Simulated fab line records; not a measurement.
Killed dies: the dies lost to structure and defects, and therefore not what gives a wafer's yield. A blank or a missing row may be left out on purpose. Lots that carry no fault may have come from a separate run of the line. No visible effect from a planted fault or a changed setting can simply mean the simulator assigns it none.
Chamber matching || flow sky130 || rie diel-01 running SKY_CONTACT_ETCH_17: 4 sister chambers
The step etches SiO2 in C4F8/O2/Ar, stops on Si3N4, target depth 340 nm. 27 wafers are shown with their chamber, then 12 later ones without.

## WAFERS, EACH WITH ITS CHAMBER
{"wafer": "L075.1", "chamber": 2, "oes product au (a.u.)": 0.891}
{"wafer": "L075.2", "chamber": 1, "oes product au (a.u.)": 0.898}
{"wafer": "L075.6", "chamber": 3, "oes product au (a.u.)": 0.881}
{"wafer": "L074.1", "chamber": 2, "oes product au (a.u.)": 0.888}
{"wafer": "L074.3", "chamber": 1, "oes product au (a.u.)": 0.891}
{"wafer": "L074.5", "chamber": 1, "oes product au (a.u.)": 0.888}
{"wafer": "L076.1", "chamber": 2, "oes product au (a.u.)": 0.892}
{"wafer": "L076.2", "chamber": 3, "oes product au (a.u.)": 0.890}
{"wafer": "L076.3", "chamber": 0, "oes product au (a.u.)": 0.892}
{"wafer": "L076.4", "chamber": 1, "oes product au (a.u.)": 0.899}
{"wafer": "L076.5", "chamber": 2, "oes product au (a.u.)": 0.894}
{"wafer": "L076.6", "chamber": 3, "oes product au (a.u.)": 0.895}
{"wafer": "L077.1", "chamber": 0, "oes product au (a.u.)": 0.893}
{"wafer": "L077.4", "chamber": 1, "oes product au (a.u.)": 0.896}
{"wafer": "L077.5", "chamber": 2, "oes product au (a.u.)": 0.894}
{"wafer": "L078.1", "chamber": 0, "oes product au (a.u.)": 0.886}
{"wafer": "L078.2", "chamber": 3, "oes product au (a.u.)": 0.888}
{"wafer": "L078.3", "chamber": 2, "oes product au (a.u.)": 0.888}
{"wafer": "L079.2", "chamber": 3, "oes product au (a.u.)": 0.895}
{"wafer": "L079.5", "chamber": 1, "oes product au (a.u.)": 0.888}
{"wafer": "L079.6", "chamber": 0, "oes product au (a.u.)": 0.902}
{"wafer": "L086.1", "chamber": 2, "oes product au (a.u.)": 0.897}
{"wafer": "L086.2", "chamber": 1, "oes product au (a.u.)": 0.897}
{"wafer": "L086.3", "chamber": 0, "oes product au (a.u.)": 0.893}
{"wafer": "L086.4", "chamber": 3, "oes product au (a.u.)": 0.892}
{"wafer": "L086.5", "chamber": 1, "oes product au (a.u.)": 0.880}
{"wafer": "L086.6", "chamber": 0, "oes product au (a.u.)": 0.891}

SIGNATURES (averages over the wafers above)
{"reading": "oes product au", "chamber 0": 0.89283, "chamber 1": 0.89213, "chamber 2": 0.89200, "chamber 3": 0.89017, "scatter within a chamber": 0.00529}
Rule: for a wafer and a chamber, the distance is found by dividing, reading by reading, the gap between the wafer's reading and the chamber's mean by the reading's scatter, squaring, summing and taking the root. If the next closest chamber is less than 2 further off than the closest, the wafer can't be placed; otherwise it belongs to the closest. The scatter: the root of (the sum of the squares of (reading less its chamber's mean) over the shown wafers, divided by (wafers less chambers)).

## WAFERS WHOSE CHAMBER IS MISSING
{"wafer": "L090.2", "oes product au (a.u.)": 0.891}
{"wafer": "L090.3", "oes product au (a.u.)": 0.904}
{"wafer": "L090.5", "oes product au (a.u.)": 0.896}
{"wafer": "L093.3", "oes product au (a.u.)": 0.891}
{"wafer": "L093.4", "oes product au (a.u.)": 0.892}
{"wafer": "L093.5", "oes product au (a.u.)": 0.900}
{"wafer": "L095.1", "oes product au (a.u.)": 0.891}
{"wafer": "L095.2", "oes product au (a.u.)": 0.891}
{"wafer": "L095.3", "oes product au (a.u.)": 0.892}
{"wafer": "L095.4", "oes product au (a.u.)": 0.886}
{"wafer": "L095.5", "oes product au (a.u.)": 0.900}
{"wafer": "L095.6", "oes product au (a.u.)": 0.891}

## EACH ONE'S CHAMBER
{"wafer": "L090.2", "from the rows above": "can't be placed: 3 or 2 or 1 or 0", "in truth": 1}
{"wafer": "L090.3", "from the rows above": "can't be placed: 0 or 1 or 2 or 3", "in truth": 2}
{"wafer": "L090.5", "from the rows above": "can't be placed: 0 or 1 or 2 or 3", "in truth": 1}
{"wafer": "L093.3", "from the rows above": "can't be placed: 3 or 2 or 1 or 0", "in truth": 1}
{"wafer": "L093.4", "from the rows above": "can't be placed: 2 or 1 or 0 or 3", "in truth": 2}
{"wafer": "L093.5", "from the rows above": "can't be placed: 0 or 1 or 2 or 3", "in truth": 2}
{"wafer": "L095.1", "from the rows above": "can't be placed: 3 or 2 or 1 or 0", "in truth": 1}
{"wafer": "L095.2", "from the rows above": "can't be placed: 3 or 2 or 1 or 0", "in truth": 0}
{"wafer": "L095.3", "from the rows above": "can't be placed: 2 or 1 or 0 or 3", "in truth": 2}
{"wafer": "L095.4", "from the rows above": "can't be placed: 3 or 2 or 1 or 0", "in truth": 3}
{"wafer": "L095.5", "from the rows above": "can't be placed: 0 or 1 or 2 or 3", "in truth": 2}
{"wafer": "L095.6", "from the rows above": "can't be placed: 3 or 2 or 1 or 0", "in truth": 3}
0 of 12 placed correctly. From these rows, 12 cannot be placed; in 12 the true chamber is one of the candidates. Placed wrongly: 0.
